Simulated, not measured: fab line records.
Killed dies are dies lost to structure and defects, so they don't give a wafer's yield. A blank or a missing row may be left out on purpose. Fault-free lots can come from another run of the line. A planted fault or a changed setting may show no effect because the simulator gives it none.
Chamber matching / flow sky130 / cmp-01 running SKY_VIA2_CMP_02: 4 sister chambers
The step polishes SiO2. 27 wafers are shown with their chamber, then 12 later ones without.

== EACH WAFER AND ITS CHAMBER ==
wafer=L074.2; chamber=2; motor_current_A (A)=11.7; slurry_flow_ml_min=151.0
wafer=L074.4; chamber=0; motor_current_A (A)=15.1; slurry_flow_ml_min=150.6
wafer=L074.6; chamber=0; motor_current_A (A)=15.0; slurry_flow_ml_min=150.4
wafer=L077.2; chamber=1; motor_current_A (A)=10.4; slurry_flow_ml_min=150.2
wafer=L077.3; chamber=0; motor_current_A (A)=15.1; slurry_flow_ml_min=150.8
wafer=L077.5; chamber=2; motor_current_A (A)=12.5; slurry_flow_ml_min=150.0
wafer=L079.2; chamber=0; motor_current_A (A)=15.2; slurry_flow_ml_min=149.3
wafer=L079.3; chamber=3; motor_current_A (A)=12.6; slurry_flow_ml_min=150.2
wafer=L079.5; chamber=3; motor_current_A (A)=11.9; slurry_flow_ml_min=150.7
wafer=L081.2; chamber=1; motor_current_A (A)=10.8; slurry_flow_ml_min=150.4
wafer=L081.3; chamber=3; motor_current_A (A)=12.6; slurry_flow_ml_min=149.5
wafer=L081.6; chamber=1; motor_current_A (A)=10.4; slurry_flow_ml_min=150.1
wafer=L082.2; chamber=0; motor_current_A (A)=15.1; slurry_flow_ml_min=150.0
wafer=L082.4; chamber=1; motor_current_A (A)=10.3; slurry_flow_ml_min=150.5
wafer=L082.5; chamber=3; motor_current_A (A)=11.9; slurry_flow_ml_min=150.6
wafer=L083.4; chamber=2; motor_current_A (A)=12.0; slurry_flow_ml_min=149.6
wafer=L083.5; chamber=1; motor_current_A (A)=10.4; slurry_flow_ml_min=150.8
wafer=L083.6; chamber=0; motor_current_A (A)=16.0; slurry_flow_ml_min=149.1
wafer=L085.1; chamber=0; motor_current_A (A)=15.0; slurry_flow_ml_min=149.7
wafer=L085.4; chamber=3; motor_current_A (A)=13.1; slurry_flow_ml_min=150.9
wafer=L085.5; chamber=3; motor_current_A (A)=12.2; slurry_flow_ml_min=149.9
wafer=L087.1; chamber=3; motor_current_A (A)=12.7; slurry_flow_ml_min=150.0
wafer=L087.2; chamber=1; motor_current_A (A)=10.6; slurry_flow_ml_min=150.0
wafer=L087.4; chamber=0; motor_current_A (A)=15.0; slurry_flow_ml_min=149.8
wafer=L089.1; chamber=2; motor_current_A (A)=11.6; slurry_flow_ml_min=149.5
wafer=L089.4; chamber=3; motor_current_A (A)=12.6; slurry_flow_ml_min=150.4
wafer=L089.5; chamber=1; motor_current_A (A)=10.3; slurry_flow_ml_min=150.5

SIGNATURES (means of the wafers above)
reading=motor_current_A; chamber 0=15.188; chamber 1=10.457; chamber 2=11.950; chamber 3=12.450; scatter within a chamber=0.342
reading=slurry_flow_ml_min; chamber 0=149.963; chamber 1=150.357; chamber 2=150.025; chamber 3=150.275; scatter within a chamber=0.509
Rule: for each reading, subtract the chamber's mean from the wafer's reading, divide by that reading's scatter and square the result; add these up over the readings and take the root, which gives the wafer's distance from the chamber. The wafer belongs to the nearest chamber; if the next one is less than 2 further off, it can't be placed. The scatter: take each reading less its chamber's mean, square it, sum over the shown wafers, divide by the number of wafers less the number of chambers, and take the root.

== WAFERS WITH NO CHAMBER GIVEN ==
wafer=L091.2; motor_current_A (A)=11.0; slurry_flow_ml_min=150.3
wafer=L091.3; motor_current_A (A)=12.6; slurry_flow_ml_min=150.7
wafer=L091.5; motor_current_A (A)=15.1; slurry_flow_ml_min=150.0
wafer=L092.1; motor_current_A (A)=12.0; slurry_flow_ml_min=150.3
wafer=L092.2; motor_current_A (A)=13.4; slurry_flow_ml_min=149.7
wafer=L092.4; motor_current_A (A)=10.3; slurry_flow_ml_min=150.8
wafer=L095.1; motor_current_A (A)=15.0; slurry_flow_ml_min=149.8
wafer=L095.5; motor_current_A (A)=10.6; slurry_flow_ml_min=150.4
wafer=L095.6; motor_current_A (A)=11.5; slurry_flow_ml_min=149.9
wafer=L097.1; motor_current_A (A)=14.6; slurry_flow_ml_min=150.0
wafer=L097.4; motor_current_A (A)=11.8; slurry_flow_ml_min=149.5
wafer=L097.6; motor_current_A (A)=12.8; slurry_flow_ml_min=150.4

== WHICH CHAMBER EACH ONE RAN IN ==
wafer=L091.2; from the rows above=can't be placed: 1 or 2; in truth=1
wafer=L091.3; from the rows above=can't be placed: 3 or 2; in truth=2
wafer=L091.5; from the rows above=0; in truth=0
wafer=L092.1; from the rows above=can't be placed: 2 or 3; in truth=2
wafer=L092.2; from the rows above=can't be placed: 3 or 2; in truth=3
wafer=L092.4; from the rows above=1; in truth=1
wafer=L095.1; from the rows above=0; in truth=0
wafer=L095.5; from the rows above=1; in truth=1
wafer=L095.6; from the rows above=can't be placed: 2 or 3 or 1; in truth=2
wafer=L097.1; from the rows above=0; in truth=0
wafer=L097.4; from the rows above=can't be placed: 2 or 3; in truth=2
wafer=L097.6; from the rows above=can't be placed: 3 or 2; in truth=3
Correctly placed: 5 of 12. Unplaceable from these rows: 7, with the true chamber sitting among the candidates in 7. Placed wrongly: 0.
